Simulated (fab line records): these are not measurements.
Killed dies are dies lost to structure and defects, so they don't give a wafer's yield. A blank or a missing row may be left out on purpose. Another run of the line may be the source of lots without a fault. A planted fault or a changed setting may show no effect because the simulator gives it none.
What tool caused it? / flow gf180mcu / 14 lots with 42 wafers sampled at 2 steps, on a route of 602 steps

WHAT EACH GAUGE READ, for each wafer
GF_HV_LDD_CD_MEAS_19: the cd target is 400 nm.
lot=L426; measured=day 10 21:22; on=cd sem-01; cd nm (nm)=398.6 398.7 401.2
lot=L427; measured=day 11 06:08; on=cd sem-01; cd nm (nm)=402.5 403.6 402.8
lot=L428; measured=day 11 07:08; on=cd sem-01; cd nm (nm)=400.6 399.8 401.0
lot=L429; measured=day 11 16:34; on=cd sem-01; cd nm (nm)=398.5 398.0 396.6
lot=L430; measured=day 12 02:22; on=cd sem-01; cd nm (nm)=399.5 401.5 399.7
lot=L431; measured=day 12 05:39; on=cd sem-02; cd nm (nm)=396.9 398.7 395.4
lot=L434; measured=day 13 08:39; on=cd sem-02; cd nm (nm)=394.0 394.7 394.6
lot=L436; measured=day 14 02:49; on=cd sem-02; cd nm (nm)=400.7 399.6 398.0
lot=L437; measured=day 14 08:28; on=cd sem-01; cd nm (nm)=403.9 403.7 403.8
lot=L438; measured=day 14 15:14; on=cd sem-02; cd nm (nm)=404.5 404.1 402.6
lot=L441; measured=day 15 12:02; on=cd sem-02; cd nm (nm)=397.2 396.6 396.0
lot=L443; measured=day 16 04:56; on=cd sem-02; cd nm (nm)=400.2 399.3 398.7
lot=L448; measured=day 18 02:44; on=cd sem-02; cd nm (nm)=399.3 399.5 400.3
lot=L449; measured=day 18 11:52; on=cd sem-02; cd nm (nm)=400.6 400.1 398.7

GF_SAB_OVL_MEAS_10.
lot=L426; measured=day 15 06:15; on=overlay-01; SAB_OVL (nm)=-0.1 -0.8 0.1
lot=L427; measured=day 15 14:46; on=overlay-02; SAB_OVL (nm)=-2.0 -1.2 -1.1
lot=L428; measured=day 15 19:27; on=overlay-01; SAB_OVL (nm)=-1.6 -0.2 -3.3
lot=L429; measured=day 16 03:55; on=overlay-01; SAB_OVL (nm)=-2.7 -1.6 -1.2
lot=L430; measured=day 16 15:03; on=overlay-02; SAB_OVL (nm)=-3.2 -2.4 -1.7
lot=L431; measured=day 16 18:55; on=overlay-02; SAB_OVL (nm)=-3.2 -2.2 -2.5
lot=L434; measured=day 18 01:34; on=overlay-01; SAB_OVL (nm)=-1.7 -0.9 -2.4
lot=L436; measured=day 18 23:52; on=overlay-01; SAB_OVL (nm)=-0.6 -0.8 -0.7
lot=L437; measured=day 19 07:18; on=overlay-02; SAB_OVL (nm)=-1.7 -0.6 -3.9
lot=L438; measured=day 19 14:35; on=overlay-02; SAB_OVL (nm)=1.3 -0.7 -0.2
lot=L441; measured=day 20 16:24; on=overlay-02; SAB_OVL (nm)=0.5 -1.1 0.1
lot=L443; measured=day 21 07:17; on=overlay-01; SAB_OVL (nm)=-2.0 -1.4 0.6
lot=L448; measured=day 23 08:15; on=overlay-01; SAB_OVL (nm)=-1.5 -2.1 -1.6
lot=L449; measured=day 23 16:31; on=overlay-01; SAB_OVL (nm)=-2.6 -3.3 -1.8

WHICH TOOL RAN EACH LOT (tool, then ch and the chambers of the sampled wafers, then the start)
The record shows no process step preceding these readings.

AS READ BY THE TOOLS THEMSELVES (means over the sampled wafers that have a number; for cases with no such wafer, the mark the record gives instead)
The record holds no such reading with a usual standard deviation.

THE ANSWER, worked out from the rows above alone
Rule: the usual values come from the lots themselves. The widest of any qualifying gaps counts: lots, ordered by their means at a reading, are off when they make up no more than a third of the lots, leave a main group of 4 or more, and stand apart from it by 3 or more times the standard deviation of that group's means. If all means in a main group match to the digits the tables above print for the reading, that group is not used. Also off: a lot with no number at a reading for which 4 or more lots have one. All remaining lots with rows at the step are treated as sound. The gauges are gone through in route order, then the tools' own readings, and for those a lot's mean is taken as printed above. The first step at which some lot is off is used, and at that step the reading that is off furthest; a lot without a number counts as furthest.
Across all readings shown, no lot is off: no conclusion can be drawn from this.

WHAT HAD BEEN PUT IN BY THE SIMULATOR
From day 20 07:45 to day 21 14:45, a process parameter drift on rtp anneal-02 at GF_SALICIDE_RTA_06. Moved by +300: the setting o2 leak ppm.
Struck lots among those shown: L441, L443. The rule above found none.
